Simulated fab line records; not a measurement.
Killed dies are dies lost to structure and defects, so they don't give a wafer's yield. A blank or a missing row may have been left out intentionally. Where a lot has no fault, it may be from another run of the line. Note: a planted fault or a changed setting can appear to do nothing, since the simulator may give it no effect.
fab line records	flow sky130
record: lots: 11	wafers: 33	lastDay: 50
route steps=708 shown CAPM@551 METAL3@569 VIA3@588 CAP2M@604 PAD_OPEN@708
lots with no fault: from the same line, run without faults
startH: the number of hours between the record's first day and the start of the first shown wafer of the lot	waitH: how many hours have passed since the lot's step before this one	" as in the row above	L1.1+2: several wafers, shown together as one row	- no value, or no start given	* or withheld: withheld	< > ~ a bound
route shown NAME@n: NAME is a module with steps in the file, n the number in the route of the first one	usual: mean/standard deviation of fault-free wafers	same: alike in all rows	chamber/n: place in a boat	sites: per-site readings	_std_site: standard deviation of those values	_edge_site: the outer-site mean with the inner-site mean subtracted	radiusMm: how far each site lies from the wafer's centre	mask NAME#n: copy n	behind: tool/chamber where the wafer was last shaped	hold: why the lot went on hold/how many hours it stayed there/how the hold came to an end	device: which transistor (n, p or np) failed to switch	end of line: at the end of the route, the tests of the same wafers	where a step has no rows: the recipe by itself	killed: at the first sort, the dies lost to defects and structure; wafer yield is something else	map: a wafer's dies, x killed, . not, _ none there
set.NAME: the setting as run; set.NAME@STEP: as run at that earlier step	model.NAME: the simulator's own value behind a step, which no gauge read
the route's steps for a sample of lots (tables are steps, rows are wafers)
services: a tool's chamber out of use, with start hour (startH, from the record's first day; less than 0 if before it), hours out, and reason
== steps ==
step: SKY_CAPM_STRIP_14
recipe: chemistry: O2/N2	powerW: 1400	pressureMtorr: 1500	platenTempC: withheld	o2FlowSccm: 3000	n2FlowSccm: 300	overashFraction: 0.5
usual: drypumpMotorCurrentA: 5.78/0.3	oesProductAu: 0.710/0.0047	stripTimeToEndpointS: 12.68/0.046
lot.wafer	tool	chamber	startH	waitH	drypumpMotorCurrentA	oesProductAu	rfHoursCounterH	stripTimeToEndpointS
L597.1	plasmaAsher-04	1	867.92	0.1	5.78	0.705	12	12.67
L597.3	"	1	"	"	5.76	0.712	-	12.64
L597.6	"	0	"	"	5.84	0.708	-	12.68
L598.1	plasmaAsher-01	1	870.57	0.1	5.30	0.712	77	12.67
L598.3	"	1	"	"	5.29	0.714	-	12.61
L598.5	"	0	"	"	5.41	0.711	-	12.67
L599.2	plasmaAsher-04	1	884.16	0.1	5.76	0.705	14	12.71
L599.4	"	0	"	"	5.86	0.711	-	12.70
L599.5	"	1	"	"	5.75	0.714	-	12.70
L602.1	plasmaAsher-04	1	904.02	0.1	5.76	0.711	16	12.70
L602.3	"	0	"	"	5.88	0.706	-	12.70
L602.6	"	1	"	"	5.77	0.715	-	12.71
L603.2	plasmaAsher-03	0	914.87	0.1	6.24	0.712	101	12.72
L603.3	"	0	"	"	6.21	0.719	-	12.70
L603.4	"	1	"	"	5.87	0.712	-	12.74
L609.3	plasmaAsher-04	0	979.55	0.1	5.89	0.713	-	12.67
L609.4	"	1	"	"	5.77	0.716	-	12.66
L609.5	"	0	"	"	5.88	0.719	-	12.68
L610.1	plasmaAsher-03	0	982.92	0.1	6.20	0.708	109	12.78
L610.3	"	0	"	"	6.22	0.702	-	12.76
L610.5	"	1	"	"	5.87	0.710	-	12.76
L611.4	plasmaAsher-03	1	983.25	0.1	5.90	0.711	-	12.65
L611.5	"	0	"	"	6.24	0.712	-	12.63
L611.6	"	1	"	"	5.87	0.705	-	12.68
L614.1	plasmaAsher-04	1	999.22	0.1	5.77	0.707	26	12.71
L614.3	"	1	"	"	5.76	0.709	-	12.77
L614.5	"	0	"	"	5.86	0.709	-	12.69
L616.1	plasmaAsher-01	0	1019.81	0.1	5.40	0.716	92	12.74
L616.3	"	0	"	"	5.41	0.716	-	12.66
L616.6	"	1	"	"	5.27	0.705	-	12.70
L619.1	plasmaAsher-03	1	1027.42	0.1	5.88	0.710	113	12.66
L619.3	"	1	"	"	5.91	0.707	-	12.66
L619.5	"	0	"	"	6.25	0.698	-	12.66
step: SKY_METAL3_STRIP_19
recipe: chemistry: O2/N2	powerW: 1400	pressureMtorr: 1500	platenTempC: withheld	o2FlowSccm: 3000	n2FlowSccm: 300	overashFraction: 0.5
usual: drypumpMotorCurrentA: 5.5/0.45	oesProductAu: 0.501/0.0062	stripTimeToEndpointS: 6.51/0.098
lot.wafer	tool	chamber	startH	waitH	drypumpMotorCurrentA	oesProductAu	rfHoursCounterH	stripTimeToEndpointS
L597.1	plasmaAsher-02	1	894.31	0.1	4.7	0.502	48	6.60
L597.3	"	1	"	"	4.7	0.498	-	6.53
L597.6	"	1	"	"	4.7	0.496	-	6.59
L598.1	plasmaAsher-01	0	897.05	0.1	5.4	0.510	79	6.71
L598.3	"	0	"	"	5.4	0.507	-	6.72
L598.5	"	0	"	"	5.4	0.506	-	6.67
L599.2	plasmaAsher-02	0	910.74	0.1	5.7	0.499	49	6.44
L599.4	"	0	"	"	5.7	0.507	-	6.54
L599.5	"	1	"	"	4.7	0.507	-	6.58
L602.1	plasmaAsher-02	1	930.81	0.1	4.7	0.509	51	6.61
L602.3	"	0	"	"	5.7	0.514	-	6.71
L602.6	"	1	"	"	4.7	0.507	-	6.64
L603.2	plasmaAsher-01	1	940.36	0.1	5.3	0.496	83	6.37
L603.3	"	0	"	"	5.4	0.486	-	6.34
L603.4	"	1	"	"	5.3	0.501	-	6.38
L609.3	plasmaAsher-03	0	1004.17	0.1	6.2	0.505	-	6.53
L609.4	"	1	"	"	5.9	0.503	-	6.50
L609.5	"	1	"	"	5.9	0.500	-	6.52
L610.1	plasmaAsher-02	0	1008.03	0.1	5.7	0.506	57	6.52
L610.3	"	1	"	"	4.7	0.504	-	6.57
L610.5	"	0	"	"	5.7	0.498	-	6.45
L611.4	plasmaAsher-01	0	1008.30	0.1	5.4	0.501	-	6.37
L611.5	"	0	"	"	5.4	0.493	-	6.31
L611.6	"	1	"	"	5.3	0.492	-	6.41
L614.1	plasmaAsher-01	1	1024.64	0.1	5.3	0.500	92	6.48
L614.3	"	0	"	"	5.4	0.501	-	6.49
L614.5	"	0	"	"	5.4	0.505	-	6.52
L616.1	plasmaAsher-01	0	1042.54	0.1	5.4	0.491	94	6.38
L616.3	"	1	"	"	5.3	0.504	-	6.42
L616.6	"	0	"	"	5.4	0.492	-	6.34
L619.1	plasmaAsher-03	0	1050.16	0.1	6.2	0.507	115	6.65
L619.3	"	1	"	"	5.9	0.508	-	6.68
L619.5	"	0	"	"	6.2	0.499	-	6.52
step: SKY_VIA3_ETCH_15
recipe: target: SiO2	chemistry: C4F8/O2/Ar	targetDepthNm: 507	stopOn: TiN	maskMaterial: KrF-thick	sourceW: 1500	biasW: 1200	pressureMtorr: 40	c4f8FlowSccm: withheld	O2_flow_sccm: 6	Ar_flow_sccm: 300	timeS: 78
usual: oesProductAu: 0.945/0.0045
lot.wafer	tool	chamber	startH	waitH	oesProductAu
L597.1	rieDiel-01	1	921.06	0.0	0.944
L597.3	"	2	"	"	0.942
L597.6	"	3	"	"	0.952
L598.1	rieDiel-02	1	923.35	0.0	0.944
L598.3	"	2	"	"	0.941
L598.5	"	1	"	"	0.942
L599.2	rieDiel-02	0	937.16	0.0	0.944
L599.4	"	3	"	"	0.948
L599.5	"	1	"	"	0.940
L602.1	rieDiel-03	2	955.65	0.0	0.956
L602.3	"	3	"	"	0.943
L602.6	"	2	"	"	0.950
L603.2	rieDiel-01	1	965.02	0.0	0.941
L603.3	"	0	"	"	0.941
L603.4	"	3	"	"	0.948
L609.3	rieDiel-01	1	1027.76	0.0	0.944
L609.4	"	0	"	"	0.792
L609.5	"	2	"	"	0.942
L610.1	rieDiel-03	1	1032.14	0.0	0.943
L610.3	"	0	"	"	0.952
L610.5	"	1	"	"	0.945
L611.4	rieDiel-02	2	1032.66	0.0	0.939
L611.5	"	2	"	"	0.944
L611.6	"	1	"	"	0.945
L614.1	rieDiel-02	3	1048.37	0.0	0.944
L614.3	"	2	"	"	0.943
L614.5	"	3	"	"	0.945
L616.1	rieDiel-03	1	1065.66	0.0	0.943
L616.3	"	2	"	"	0.947
L616.6	"	3	"	"	0.945
L619.1	rieDiel-03	0	1072.82	0.0	0.946
L619.3	"	1	"	"	0.940
L619.5	"	2	"	"	0.947
step: SKY_VIA3_STRIP_16
recipe: chemistry: O2/N2	powerW: 1400	pressureMtorr: 1500	platenTempC: withheld	o2FlowSccm: 3000	n2FlowSccm: 300	overashFraction: 0.5
usual: drypumpMotorCurrentA: 5.7/0.45	oesProductAu: 0.402/0.0047	stripTimeToEndpointS: 4.132/0.025
lot.wafer	tool	chamber	startH	waitH	drypumpMotorCurrentA	oesProductAu	rfHoursCounterH	stripTimeToEndpointS
L597.1	plasmaAsher-03	1	921.12	0.0	5.9	0.405	102	4.111
L597.3	"	0	"	"	6.2	0.397	-	4.085
L597.6	"	0	"	"	6.2	0.397	-	4.100
L598.1	plasmaAsher-04	1	923.41	0.0	5.8	0.400	18	4.138
L598.3	"	0	"	"	5.9	0.406	-	4.109
L598.5	"	0	"	"	5.9	0.412	-	4.126
L599.2	plasmaAsher-02	1	937.22	0.0	4.7	0.401	52	4.121
L599.4	"	0	"	"	5.7	0.404	-	4.170
L599.5	"	0	"	"	5.7	0.400	-	4.152
L602.1	plasmaAsher-03	1	955.71	0.0	5.9	0.408	105	4.115
L602.3	"	0	"	"	6.2	0.402	-	4.094
L602.6	"	1	"	"	5.9	0.394	-	4.110
L603.2	plasmaAsher-04	1	965.08	0.0	5.8	0.406	22	4.105
L603.3	"	1	"	"	5.8	0.409	-	4.150
L603.4	"	0	"	"	5.9	0.405	-	4.142
L609.3	plasmaAsher-02	0	1027.85	0.1	5.7	0.395	-	4.111
L609.4	"	1	"	"	4.7	0.416	-	4.499
L609.5	"	0	"	"	5.7	0.400	-	4.133
L610.1	plasmaAsher-03	1	1032.20	0.0	5.9	0.409	114	4.143
L610.3	"	1	"	"	5.9	0.395	-	4.136
L610.5	"	0	"	"	6.2	0.409	-	4.133
L611.4	plasmaAsher-02	1	1032.75	0.1	4.7	0.400	-	4.127
L611.5	"	1	"	"	4.7	0.399	-	4.113
L611.6	"	0	"	"	5.7	0.407	-	4.159
L614.1	plasmaAsher-04	1	1048.43	0.0	5.7	0.407	30	4.172
L614.3	"	0	"	"	5.9	0.404	-	4.150
L614.5	"	1	"	"	5.8	0.402	-	4.162
L616.1	plasmaAsher-02	1	1065.72	0.0	4.7	0.402	63	4.109
L616.3	"	1	"	"	4.7	0.405	-	4.108
L616.6	"	1	"	"	4.7	0.399	-	4.098
L619.1	plasmaAsher-03	0	1072.88	0.0	6.2	0.399	0	4.154
L619.3	"	1	"	"	5.9	0.402	-	4.117
L619.5	"	0	"	"	6.2	0.397	-	4.131
step: SKY_CAP2M_THK_MEAS_01
recipe: reads: SiO2_of_CAP2M_CVD_00
usual: CAP2M_CVD_00_THK: 15.47/0.22
lot.wafer	tool	chamber	startH	waitH	CAP2M_CVD_00_THK[nm]
L597.1	filmMetro-01	-	922.55	-	15.17
L597.3	"	-	"	"	15.28
L597.6	"	-	"	"	15.45
L598.1	filmMetro-01	-	924.84	-	15.47
L598.3	"	-	"	"	15.22
L598.5	"	-	"	"	15.40
L599.2	filmMetro-04	-	938.66	-	14.97
L599.4	"	-	"	"	15.40
L599.5	"	-	"	"	15.31
L602.1	filmMetro-03	-	957.51	-	15.13
L602.3	"	-	"	"	15.19
L602.6	"	-	"	"	15.51
L603.2	filmMetro-01	-	966.62	-	15.47
L603.3	"	-	"	"	15.15
L603.4	"	-	"	"	15.46
L609.3	filmMetro-01	-	1029.27	-	15.39
L609.5	"	-	"	"	15.51
L610.1	filmMetro-03	-	1033.67	-	15.40
L610.3	"	-	"	"	15.50
L610.5	"	-	"	"	15.73
L611.4	filmMetro-01	-	1034.60	-	15.54
L611.5	"	-	"	"	15.50
L611.6	"	-	"	"	15.51
L614.1	filmMetro-04	-	1050.02	-	15.46
L614.3	"	-	"	"	15.41
L614.5	"	-	"	"	15.37
L616.1	filmMetro-04	-	1067.19	-	15.03
L616.3	"	-	"	"	15.27
L616.6	"	-	"	"	15.27
L619.1	filmMetro-01	-	1074.32	-	15.14
L619.3	"	-	"	"	15.01
L619.5	"	-	"	"	15.22
step: SKY_PAD_OPEN_PROBE_99
usual: defectLimitedYield: 82.4/1.8	killed_at_M0_to_M3: 43/7.8	killed_at_M4_up: 3.2/1.7	killedAtContacts: 24/5.2	killedAtFrontEnd: 15/4.5	killedAtOther: 0.4/0.65	killedDies: 87/9.1	killedOnRim: 17/3.5	killedOpen: 47/7.3	killedShort: 40/6.5	sort_bin_3_pad_short: 0.9/0.46	sort_bin_5_function: 10.4/1.5	sort_bin_6_memory: 6.3/1	sortNPass: 405/9.1	sortYieldPct: 82.4/1.8
same: grossDies: 492	killedAtBackSide: 0	sort_bin_4_leakage[%]: 0	sort_bin_8_speed[%]: 0
lot.wafer	tool	chamber	startH	waitH	defectLimitedYield[%]	killed_at_M0_to_M3	killed_at_M4_up	killedAtContacts	killedAtFrontEnd	killedAtOther	killedDies	killedOnRim	killedOpen	killedShort	sort_bin_3_pad_short[%]	sort_bin_5_function[%]	sort_bin_6_memory[%]	sortNPass	sortYieldPct[%]
L597.1	prober-01	-	1068.47	0.1	82.9	49	5	21	9	0	84	15	48	35	1.2	9.6	6.3	408	82.9
L597.3	prober-01	-	1068.57	0.2	81.7	35	2	42	11	0	90	20	54	36	1.2	11.0	6.1	402	81.7
L597.6	prober-01	-	1068.72	0.2	84.6	33	4	22	16	1	76	12	43	33	0.6	9.8	5.1	416	84.6
L598.1	prober-02	-	1070.23	0.1	81.7	41	6	26	16	1	90	21	48	42	1.2	11.4	5.7	402	81.7
L598.3	prober-02	-	1070.33	0.2	80.7	45	4	22	24	0	95	21	56	39	0.6	12.0	6.7	397	80.7
L598.5	prober-02	-	1070.43	0.2	80.3	56	2	22	17	0	97	12	55	42	0.8	9.3	9.6	395	80.3
L599.2	prober-01	-	1082.43	0.1	79.9	50	3	32	14	0	99	22	57	42	0.6	12.4	7.1	393	79.9
L599.4	prober-01	-	1082.53	0.2	84.6	35	3	24	13	1	76	13	38	38	1.0	9.6	4.9	416	84.6
L599.5	prober-01	-	1082.58	0.2	84.3	32	5	23	17	0	77	17	37	40	0.4	9.6	5.7	415	84.3
L602.1	prober-02	-	1098.12	0.1	82.9	40	4	25	15	0	84	23	46	38	1.0	9.1	6.9	408	82.9
L602.3	prober-02	-	1098.22	0.2	78.9	47	5	22	29	1	104	15	50	54	2.0	12.2	6.9	388	78.9
L602.6	prober-02	-	1098.37	0.2	81.5	49	3	24	15	0	91	17	41	50	1.4	10.0	7.1	401	81.5
L603.2	prober-01	-	1105.22	0.1	82.9	35	3	25	20	1	84	16	43	41	1.0	8.9	7.1	408	82.9
L603.3	prober-01	-	1105.27	0.2	80.5	41	2	35	16	2	96	18	43	53	0.6	12.6	6.3	396	80.5
L603.4	prober-01	-	1105.32	0.2	84.3	34	8	29	6	0	77	11	37	40	1.2	8.3	6.1	415	84.3
L609.3	prober-01	-	1156.77	0.2	85.4	34	3	23	12	0	72	13	38	34	0.6	9.1	4.9	420	85.4
L609.4	prober-01	-	1156.82	0.2	0	440	1	33	18	0	492	96	45	46	1.2	92.3	6.5	0	0
L609.5	prober-01	-	1156.87	0.2	85.2	35	3	21	14	0	73	17	41	32	0.2	8.1	6.5	419	85.2
L610.1	prober-02	-	1161.92	0.1	82.3	52	4	20	11	0	87	16	50	37	1.2	10.0	6.5	405	82.3
L610.3	prober-02	-	1162.02	0.2	83.3	44	8	17	13	0	82	18	39	43	1.8	9.6	5.3	410	83.3
L610.5	prober-02	-	1162.12	0.2	81.3	47	4	30	11	0	92	15	42	50	1.0	11.6	6.1	400	81.3
L611.4	prober-01	-	1162.44	0.2	78.3	61	0	27	19	0	107	25	68	39	0.8	11.8	9.1	385	78.3
L611.5	prober-01	-	1162.49	0.2	83.1	37	3	28	14	1	83	19	45	38	0.8	10.4	5.7	409	83.1
L611.6	prober-01	-	1162.54	0.2	83.7	38	7	23	11	1	80	17	38	42	0.6	10.6	5.1	412	83.7
L614.1	prober-01	-	1174.38	0.1	81.7	51	2	19	18	0	90	19	42	47	0.2	12.0	6.1	402	81.7
L614.3	prober-01	-	1174.48	0.2	79.9	44	3	35	17	0	99	22	51	47	1.0	11.2	7.9	393	79.9
L614.5	prober-01	-	1174.58	0.2	83.9	33	7	27	12	0	79	13	40	39	0.8	8.1	7.1	413	83.9
L616.1	prober-02	-	1187.29	0.1	85.6	35	2	18	16	0	71	12	41	30	0.8	7.1	6.5	421	85.6
L616.3	prober-02	-	1187.39	0.2	83.1	50	5	21	7	0	83	10	48	35	1.4	8.7	6.7	409	83.1
L616.6	prober-02	-	1187.54	0.2	83.1	41	4	25	13	0	83	16	45	38	1.0	9.3	6.5	409	83.1
L619.1	prober-01	-	1194.16	0.1	79.7	59	2	23	16	0	100	25	59	41	1.0	11.0	8.3	392	79.7
L619.3	prober-01	-	1194.26	0.2	83.3	48	2	24	8	0	82	16	49	33	1.4	8.7	6.5	410	83.3
L619.5	prober-01	-	1194.36	0.2	83.3	49	3	14	16	0	82	21	45	37	0.6	8.1	7.9	410	83.3
killed by level:class
L597.1 VIA1:geometricParticle:open=11 CONTACT:geometricParticle:open=9 VIA2:geometricParticle:open=8 LI_CONTACT:geometricParticle:open=6 VIA2:geometricParticle:short=5 METAL3:geometricParticle:short=5 LOCAL_INTERCONNECT:geometricParticle:short=4 METAL2:geometricParticle:short=4
L597.3 CONTACT:geometricParticle:open=16 LI_CONTACT:geometricParticle:open=13 VIA1:geometricParticle:short=7 CONTACT:geometricParticle:short=6 VIA1:geometricParticle:open=5 METAL2:geometricParticle:short=5 VIA2:geometricParticle:open=5 LOCAL_INTERCONNECT:geometricParticle:short=4
L597.6 VIA1:geometricParticle:open=9 CONTACT:geometricParticle:open=8 FIELD_ISO:geometricParticle:open=7 VIA3:geometricParticle:open=7 LOCAL_INTERCONNECT:geometricParticle:short=7 FIELD_ISO:geometricParticle:short=4 LI_CONTACT:geometricParticle:open=4 CONTACT:geometricParticle:short=3
L598.1 VIA3:geometricParticle:open=9 CONTACT:geometricParticle:open=8 POLY_GATE:geometricParticle:open=7 LI_CONTACT:geometricParticle:open=7 CONTACT:geometricParticle:short=6 VIA1:geometricParticle:open=6 VIA2:geometricParticle:open=6 METAL4:geometricParticle:short=6
L598.3 VIA1:geometricParticle:open=11 CONTACT:geometricParticle:open=10 FIELD_ISO:geometricParticle:open=8 VIA3:geometricParticle:open=8 VIA2:geometricParticle:open=7 FIELD_ISO:geometricParticle:short=6 LI_CONTACT:geometricParticle:open=5 VIA2:geometricParticle:short=5
L598.5 VIA3:geometricParticle:open=10 CONTACT:geometricParticle:open=10 VIA1:geometricParticle:open=10 METAL1:geometricParticle:short=8 METAL2:geometricParticle:short=7 VIA1:geometricParticle:short=6 FIELD_ISO:geometricParticle:short=5 VIA2:geometricParticle:open=5
L599.2 CONTACT:geometricParticle:open=16 METAL2:geometricParticle:short=12 VIA1:geometricParticle:open=10 VIA3:geometricParticle:open=10 FIELD_ISO:geometricParticle:open=6 LI_CONTACT:geometricParticle:open=5 VIA1:geometricParticle:short=4 LI_CONTACT:geometricParticle:short=4
L599.4 CONTACT:geometricParticle:open=9 VIA3:geometricParticle:open=7 METAL1:geometricParticle:short=6 LI_CONTACT:geometricParticle:open=6 CONTACT:geometricParticle:short=6 FIELD_ISO:geometricParticle:open=5 FIELD_ISO:geometricParticle:short=5 METAL2:geometricParticle:short=5
L599.5 CONTACT:geometricParticle:short=8 VIA2:geometricParticle:open=8 FIELD_ISO:geometricParticle:short=6 CONTACT:geometricParticle:open=6 VIA1:geometricParticle:open=6 FIELD_ISO:geometricParticle:open=5 METAL1:geometricParticle:short=5 VIA1:geometricParticle:short=5
L602.1 CONTACT:geometricParticle:open=12 FIELD_ISO:geometricParticle:open=7 VIA1:geometricParticle:short=7 METAL2:geometricParticle:short=6 VIA3:geometricParticle:open=5 VIA2:geometricParticle:open=5 LI_CONTACT:geometricParticle:open=4 VIA1:geometricParticle:open=4
L602.3 FIELD_ISO:geometricParticle:short=11 VIA2:geometricParticle:open=11 VIA3:geometricParticle:open=7 POLY_GATE:geometricParticle:short=6 POLY_GATE:geometricParticle:open=6 CONTACT:geometricParticle:short=6 CONTACT:geometricParticle:open=6 VIA2:geometricParticle:short=6
L602.6 VIA1:geometricParticle:open=14 VIA1:geometricParticle:short=9 METAL2:geometricParticle:short=8 CONTACT:geometricParticle:short=8 FIELD_ISO:geometricParticle:short=6 VIA2:geometricParticle:open=6 POLY_GATE:geometricParticle:open=5 CONTACT:geometricParticle:open=5
L603.2 CONTACT:geometricParticle:open=9 LI_CONTACT:geometricParticle:open=7 VIA1:geometricParticle:open=6 FIELD_ISO:geometricParticle:short=5 VIA1:geometricParticle:short=5 VIA2:geometricParticle:short=5 SPACER:geometricParticle:short=4 CONTACT:geometricParticle:short=4
L603.3 CONTACT:geometricParticle:open=10 LOCAL_INTERCONNECT:geometricParticle:short=10 CONTACT:geometricParticle:short=6 LI_CONTACT:geometricParticle:open=6 VIA3:geometricParticle:open=6 POLY_GATE:geometricParticle:short=5 VIA1:geometricParticle:open=5 METAL2:geometricParticle:short=5
L603.4 CONTACT:geometricParticle:open=9 LOCAL_INTERCONNECT:geometricParticle:short=8 LI_CONTACT:geometricParticle:open=7 VIA3:geometricParticle:short=6 VIA1:geometricParticle:short=6 VIA1:geometricParticle:open=5 VIA3:geometricParticle:open=5 CONTACT:geometricParticle:short=4
L609.3 LI_CONTACT:geometricParticle:open=9 POLY_GATE:geometricParticle:open=6 VIA3:geometricParticle:open=6 VIA1:geometricParticle:open=6 LOCAL_INTERCONNECT:geometricParticle:short=5 CONTACT:geometricParticle:open=5 METAL1:geometricParticle:short=5 METAL2:geometricParticle:short=4
L609.4 VIA3:areaEtch=400 CONTACT:geometricParticle:short=12 CONTACT:geometricParticle:open=9 VIA1:geometricParticle:open=9 POLY_GATE:geometricParticle:open=5 VIA1:geometricParticle:short=5 METAL2:geometricParticle:short=5 VIA3:geometricParticle:open=5
L609.5 CONTACT:geometricParticle:open=9 LI_CONTACT:geometricParticle:open=7 VIA1:geometricParticle:open=6 VIA3:geometricParticle:open=6 FIELD_ISO:geometricParticle:short=4 VIA2:geometricParticle:open=4 POLY_GATE:geometricParticle:open=3 CONTACT:geometricParticle:short=3
L610.1 LI_CONTACT:geometricParticle:open=11 VIA1:geometricParticle:open=9 VIA1:geometricParticle:short=8 VIA2:geometricParticle:open=7 METAL2:geometricParticle:open=6 METAL1:geometricParticle:short=5 METAL3:geometricParticle:short=5 CONTACT:geometricParticle:open=4
L610.3 VIA3:geometricParticle:open=10 VIA1:geometricParticle:short=7 VIA2:geometricParticle:open=6 LOCAL_INTERCONNECT:geometricParticle:short=6 VIA1:geometricParticle:open=6 METAL4:geometricParticle:short=6 FIELD_ISO:geometricParticle:short=5 CONTACT:geometricParticle:open=5
L610.5 CONTACT:geometricParticle:short=10 VIA1:geometricParticle:short=8 LI_CONTACT:geometricParticle:open=7 VIA2:geometricParticle:open=7 VIA3:geometricParticle:open=7 LOCAL_INTERCONNECT:geometricParticle:short=6 VIA1:geometricParticle:open=6 METAL1:geometricParticle:short=5
L611.4 VIA1:geometricParticle:open=13 CONTACT:geometricParticle:open=11 VIA2:geometricParticle:open=11 VIA3:geometricParticle:open=9 METAL1:geometricParticle:short=8 VIA1:geometricParticle:short=7 FIELD_ISO:geometricParticle:open=6 POLY_GATE:geometricParticle:short=5
L611.5 CONTACT:geometricParticle:open=11 VIA3:geometricParticle:open=8 VIA1:geometricParticle:open=6 METAL1:geometricParticle:short=5 FIELD_ISO:geometricParticle:short=4 LI_CONTACT:geometricParticle:open=4 LOCAL_INTERCONNECT:geometricParticle:short=4 VIA3:geometricParticle:short=4
L611.6 CONTACT:geometricParticle:open=9 CONTACT:geometricParticle:short=8 VIA1:geometricParticle:open=7 VIA3:geometricParticle:open=7 METAL1:geometricParticle:short=5 METAL4:geometricParticle:short=5 VIA1:geometricParticle:short=4 VIA2:geometricParticle:open=4
L614.1 VIA1:geometricParticle:open=14 CONTACT:geometricParticle:short=7 POLY_GATE:geometricParticle:open=7 VIA1:geometricParticle:short=7 LI_CONTACT:geometricParticle:open=6 VIA2:geometricParticle:open=6 METAL2:geometricParticle:short=6 POLY_GATE:geometricParticle:short=4
L614.3 LI_CONTACT:geometricParticle:open=14 VIA1:geometricParticle:open=11 CONTACT:geometricParticle:short=7 CONTACT:geometricParticle:open=7 METAL2:geometricParticle:short=6 POLY_GATE:geometricParticle:short=5 METAL1:geometricParticle:short=5 VIA2:geometricParticle:short=4
L614.5 LI_CONTACT:geometricParticle:open=8 VIA1:geometricParticle:open=8 CONTACT:geometricParticle:open=7 METAL4:geometricParticle:short=6 CONTACT:geometricParticle:short=6 METAL1:geometricParticle:short=5 METAL2:geometricParticle:short=5 VIA2:geometricParticle:open=5
L616.1 METAL2:geometricParticle:short=8 CONTACT:geometricParticle:open=7 VIA1:geometricParticle:open=7 LI_CONTACT:geometricParticle:open=6 POLY_GATE:geometricParticle:open=5 METAL1:geometricParticle:short=5 FIELD_ISO:geometricParticle:short=4 FIELD_ISO:geometricParticle:open=4
L616.3 VIA1:geometricParticle:open=11 VIA2:geometricParticle:open=9 VIA3:geometricParticle:open=7 CONTACT:geometricParticle:open=7 LI_CONTACT:geometricParticle:open=5 METAL1:geometricParticle:short=5 METAL2:geometricParticle:short=5 METAL3:geometricParticle:short=4
L616.6 METAL1:geometricParticle:short=11 VIA1:geometricParticle:open=11 CONTACT:geometricParticle:open=8 VIA2:geometricParticle:open=5 LI_CONTACT:geometricParticle:open=5 LOCAL_INTERCONNECT:geometricParticle:short=4 LOCAL_INTERCONNECT:geometricParticle:open=4 VIA3:geometricParticle:open=4
L619.1 VIA1:geometricParticle:open=13 METAL1:geometricParticle:short=11 VIA2:geometricParticle:open=9 LI_CONTACT:geometricParticle:open=8 CONTACT:geometricParticle:open=6 CONTACT:geometricParticle:short=5 VIA1:geometricParticle:short=5 METAL3:geometricParticle:short=5
L619.3 VIA1:geometricParticle:open=12 LI_CONTACT:geometricParticle:open=10 VIA2:geometricParticle:open=8 CONTACT:geometricParticle:open=6 VIA3:geometricParticle:open=6 METAL1:geometricParticle:short=5 POLY_GATE:geometricParticle:short=4 CONTACT:geometricParticle:short=4
L619.5 VIA2:geometricParticle:open=13 METAL1:geometricParticle:short=8 VIA3:geometricParticle:open=6 FIELD_ISO:geometricParticle:open=5 VIA1:geometricParticle:short=5 FIELD_ISO:geometricParticle:short=4 CONTACT:geometricParticle:open=4 VIA1:geometricParticle:open=4
== services ==
tool	chamber	startH	hours	kind
rieDiel-02	-	860.03	1.2	repair
plasmaAsher-01	-	879.00	2.3	repair
rieDiel-03	1	888.60	10.9	repair
rieDiel-02	1	890.57	4.6	repair
rieDiel-02	-	898.53	0.5	repair
plasmaAsher-02	-	903.23	1.2	repair
rieDiel-01	2	947.22	28.2	repair
plasmaAsher-02	-	958.05	17.6	repair
rieDiel-01	-	960.00	0.8	repair
plasmaAsher-04	-	1026.44	2.3	repair
plasmaAsher-04	-	1027.85	2.2	repair
rieDiel-02	0	1046.18	16.5	repair
plasmaAsher-03	-	1055.25	9.0	pm
plasmaAsher-03	0	1055.25	9.0	ventCycle
plasmaAsher-03	1	1055.25	9.0	ventCycle
plasmaAsher-03	0	1064.25	-	clean
plasmaAsher-03	1	1064.25	-	clean
plasmaAsher-03	-	1065.33	5.7	repair
== key ==
firstSign: step: SKY_VIA3_ETCH_15	reading: oesProductAu	direction: down	sigmas: 34	usual: 0.945	struck: 0.792
effect: step: SKY_VIA3_STRIP_16	reading: stripTimeToEndpointS	direction: up	sigmas: 15	usual: *	struck: *
effect: step: SKY_PAD_OPEN_PROBE_99	reading: sort_bin_5_function	direction: up	sigmas: 55	usual: 10.4	struck: 92.3
moreKillsBornAt: SKY_VIA3_ETCH_15@rieDiel-01: 400
metAt SKY_VIA3_ETCH_15
struckLots L609
struckWafers L609.4
laterRowsLeftOut L609.4
notActingAt SKY_CAPM_STRIP_14,SKY_METAL3_STRIP_19,SKY_CAP2M_THK_MEAS_01
onsetBetween 965.02 1027.76
fault: kind: processParameterDrift	tool: rieDiel-01	chamber: 0	onsetH: 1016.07	steps: SKY_VIA3_ETCH_15	channel: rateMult	offset: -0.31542	shape: step	endH: 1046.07
laterRowsLeftOut: the simulator's readings of these wafers behind a module that went badly wrong aren't trusted and aren't shown, but for the sort
